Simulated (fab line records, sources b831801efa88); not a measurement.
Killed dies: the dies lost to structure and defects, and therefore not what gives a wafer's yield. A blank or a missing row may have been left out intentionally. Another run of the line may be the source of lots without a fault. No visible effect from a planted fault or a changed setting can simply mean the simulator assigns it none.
Which of the tools did it? -- flow gf180mcu -- Sampling: 12 lots, 36 wafers, 4 of 602 route steps

## WHAT THE GAUGES READ, wafer by wafer
GF_HV_LDD_OVL_MEAS_32.
lot,measured,on,HV_LDD_02_OVL (nm)
L211,day 11 10:40,overlay-01,-1.3 -1.4 -1.0
L212,day 11 19:53,overlay-01,-1.3 0.3 -1.6
L213,day 12 00:13,overlay-02,-0.6 -1.2 -0.6
L214,day 12 12:41,overlay-02,-1.5 -0.2 -1.7
L215,day 12 21:19,overlay-01,0.4 -0.1 0.9
L218,day 13 15:43,overlay-02,-0.9 -0.4 -0.4
L219,day 13 21:27,overlay-01,0.6 -0.3 1.1
L222,day 15 01:25,overlay-01,-2.0 -0.9 0.0
L223,day 15 11:12,overlay-01,-0.2 -1.0 -0.6
L229,day 17 13:55,overlay-01,1.0 -0.1 1.9
L233,day 18 18:01,overlay-01,0.3 -0.7 -0.5
L234,day 19 01:44,overlay-01,-2.9 -1.2 1.7

## EACH LOT AND THE TOOL THAT RAN IT (in order: tool; ch and the chambers of the sampled wafers; start)
lot,GF_NWELL_IMPLANT_08,GF_NWELL_STRIP_10,GF_HV_LDD_STRIP_22
L211,"implanter-04 ch 0, day 3 07:29","plasma_asher-01 ch 0,1, day 3 07:46","plasma_asher-03 ch 0,1, day 10 15:45"
L212,"implanter-03 ch 0, day 3 12:10","plasma_asher-04 ch 0,1, day 3 12:26","plasma_asher-01 ch 0,1, day 11 01:13"
L213,"implanter-01 ch 0, day 3 16:53","plasma_asher-04 ch 0,1, day 3 17:11","plasma_asher-03 ch 0,1, day 11 05:23"
L214,"implanter-03 ch 0, day 4 01:48","plasma_asher-04 ch 0,1, day 4 02:04","plasma_asher-02 ch 0,1, day 11 16:55"
L215,"implanter-03 ch 0, day 4 04:39","plasma_asher-03 ch 0,1, day 4 04:56","plasma_asher-02 ch 0,1, day 12 01:44"
L218,"implanter-04 ch 0, day 4 21:01","plasma_asher-01 ch 0,1, day 4 21:17","plasma_asher-02 ch 0,1, day 12 19:57"
L219,"implanter-01 ch 0, day 5 03:03","plasma_asher-03 ch 0,1, day 5 03:20","plasma_asher-03 ch 0,1, day 13 01:21"
L222,"implanter-01 ch 0, day 5 19:40","plasma_asher-04 ch 0,1, day 5 19:56","plasma_asher-02 ch 0,1, day 14 04:12"
L223,"implanter-01 ch 0, day 5 23:38","plasma_asher-04 ch 0,1, day 5 23:55","plasma_asher-01 ch 0,1, day 14 13:12"
L229,"implanter-04 ch 0, day 7 13:19","plasma_asher-04 ch 0,1, day 7 13:37","plasma_asher-02 ch 0,1, day 16 14:21"
L233,"implanter-04 ch 0, day 8 09:15","plasma_asher-03 ch 0,1, day 8 09:32","plasma_asher-03 ch 0,1, day 17 18:15"
L234,"implanter-04 ch 0, day 8 14:14","plasma_asher-01 ch 0,1, day 8 14:29","plasma_asher-02 ch 0,1, day 18 01:47"
- GF_NWELL_IMPLANT_08
- GF_NWELL_STRIP_10: strips in O2/N2.
- GF_HV_LDD_STRIP_22: strips in O2/N2.

## WHAT THE TOOLS THEMSELVES READ (means of the sampled wafers that have a number; where no wafer has one, the mark that the record gives instead)
GF_NWELL_IMPLANT_08.
lot,tool,beam_energy_keV
L211,implanter-04,450.19
L212,implanter-03,450.13
L213,implanter-01,450.15
L214,implanter-03,450.13
L215,implanter-03,450.03
L218,implanter-04,449.97
L219,implanter-01,449.84
L222,implanter-01,464.70
L223,implanter-01,464.68
L229,implanter-04,450.09
L233,implanter-04,450.12
L234,implanter-04,450.10

GF_NWELL_STRIP_10.
lot,tool,drypump_motor_current_A (A),heater_power_w (W),oes_product_au (a.u.),strip_time_to_endpoint_s (s)
L211,plasma_asher-01,6.2,362,0.720,37.01
L212,plasma_asher-04,6.0,337,0.723,36.80
L213,plasma_asher-04,6.0,331,0.724,36.80
L214,plasma_asher-04,6.1,341,0.721,36.99
L215,plasma_asher-03,5.7,355,0.724,36.96
L218,plasma_asher-01,5.7,343,0.722,37.08
L219,plasma_asher-03,5.2,332,0.722,36.92
L222,plasma_asher-04,6.0,337,0.715,37.01
L223,plasma_asher-04,6.0,331,0.724,37.11
L229,plasma_asher-04,6.0,326,0.725,37.01
L233,plasma_asher-03,5.2,321,0.723,36.89
L234,plasma_asher-01,5.7,346,0.720,36.98

GF_HV_LDD_STRIP_22.
lot,tool,drypump_motor_current_A (A),heater_power_w (W),oes_product_au (a.u.),strip_time_to_endpoint_s (s)
L211,plasma_asher-03,5.2,324,0.723,12.64
L212,plasma_asher-01,5.7,347,0.717,12.67
L213,plasma_asher-03,5.7,352,0.723,12.64
L214,plasma_asher-02,5.5,329,0.716,12.61
L215,plasma_asher-02,5.7,331,0.715,12.61
L218,plasma_asher-02,5.7,332,0.716,12.63
L219,plasma_asher-03,5.2,324,0.715,12.64
L222,plasma_asher-02,5.4,330,0.715,12.68
L223,plasma_asher-01,6.2,359,0.719,12.62
L229,plasma_asher-02,5.5,331,0.717,12.67
L233,plasma_asher-03,5.7,346,0.714,12.64
L234,plasma_asher-02,5.5,330,0.713,12.66

## THE ANSWER, worked out from the rows above alone
Rule: the lots themselves supply what counts as usual. The widest of any qualifying gaps counts: lots, ordered by their means at a reading, are off when they make up no more than a third of the lots, leave a main group of 4 or more, and stand apart from it by 3 or more times the standard deviation of that group's means. Not used: any main group whose means are identical at the precision the tables above print for the reading. A lot without any number at a reading at which 4 lots or more have one is off too. Where the step has rows for the other lots, those lots are counted as sound. Order of review: gauges by route order, followed by the tools' own readings, for which a lot's mean as printed above is used. At the first step where some lot is off, the reading lying furthest off is the one used; lots without a number count as furthest.
Off at GF_NWELL_IMPLANT_08 (beam_energy_keV): L222, L223. For the main group the mean is 450.07 and the standard deviation 0.098.
A tool fits if, at that step or a process step before it, it ran every lot that is off, and no sound lot after the first of them. One candidate fits, namely implanter-01 at GF_NWELL_IMPLANT_08. Its last sound lot is L219 (day 5 03:03), its first lot that is off L222 (day 5 19:40): a fault that began between those two fits.
On the lots that are off, the tool's own readings at GF_NWELL_IMPLANT_08 differ by more than 5 times the standard deviation of the sound lots' means, which bears it out; beam_energy_keV reads 464.69 there versus 450.07 on the sound lots.

## WHAT THE SIMULATOR HAD INSERTED
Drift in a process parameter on implanter-01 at GF_NWELL_IMPLANT_08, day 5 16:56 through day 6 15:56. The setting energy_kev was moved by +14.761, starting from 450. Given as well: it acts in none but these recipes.
Shown lots that were struck: L222, L223. The rule above found the same.
